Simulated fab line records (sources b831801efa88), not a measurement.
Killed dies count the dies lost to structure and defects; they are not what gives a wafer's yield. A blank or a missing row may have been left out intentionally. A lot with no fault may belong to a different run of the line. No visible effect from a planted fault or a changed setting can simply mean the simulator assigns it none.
The tool behind it: which one? | flow sky130 | 11 lots, 33 wafers sampled, at 1 step of a route of 708

== WHAT THE GAUGES SHOWED, per wafer ==
SKY_VIA1_BOW_MEAS_03. Usual: VIA1_BOW gives 79 um (standard deviation 6.9).
lot  | measured     | on           | VIA1_BOW (um) | flag
L850 | day 33 17:40 | filmMetro-02 | 80 79 80      | 
L852 | day 34 08:27 | filmMetro-04 | 85 77 70      | 
L853 | day 34 18:35 | filmMetro-04 | 82 84 95      | 
L856 | day 35 21:25 | filmMetro-03 | 85 80 76      | 
L857 | day 36 02:07 | filmMetro-02 | 74 70 86      | 
L858 | day 36 14:08 | filmMetro-03 | 76 82 79      | 
L865 | day 38 14:00 | filmMetro-02 | 86 86 70      | 
L867 | day 39 05:04 | filmMetro-04 | 85 80 78      | 
L868 | day 39 18:35 | filmMetro-02 | 86 93 89      | 
L869 | day 39 22:16 | filmMetro-03 | 83 83 74      | 
L870 | day 40 03:14 | filmMetro-02 | 78 66 69      | 

== WHAT TOOL EACH LOT RAN ON (gives the tool, then ch and the chambers of the sampled wafers, and finally the start) ==
No process step before these readings appears in the record.

== WHAT THE TOOLS THEMSELVES READ (means of the sampled wafers that have a number; where no wafer has one, the mark that the record gives instead) ==
The record holds no such reading with a usual standard deviation.

== THE ANSWER, worked out from the rows above alone ==
Rule: a lot is off if the mean of its wafers that have a number lies more than 3 standard deviations from the usual mean. A lot without any number at a reading at which 4 lots or more have one is off too. Any other lot the step has rows for is counted as sound. The gauges are gone through in route order, then the tools' own readings, and for those a lot's mean is taken as printed above. At the first step where some lot is off, the reading lying furthest off is the one used; lots without a number count as furthest.
No lot is off on any of the readings shown, so nothing can be concluded from this.

== WHAT HAD BEEN PUT IN BY THE SIMULATOR ==
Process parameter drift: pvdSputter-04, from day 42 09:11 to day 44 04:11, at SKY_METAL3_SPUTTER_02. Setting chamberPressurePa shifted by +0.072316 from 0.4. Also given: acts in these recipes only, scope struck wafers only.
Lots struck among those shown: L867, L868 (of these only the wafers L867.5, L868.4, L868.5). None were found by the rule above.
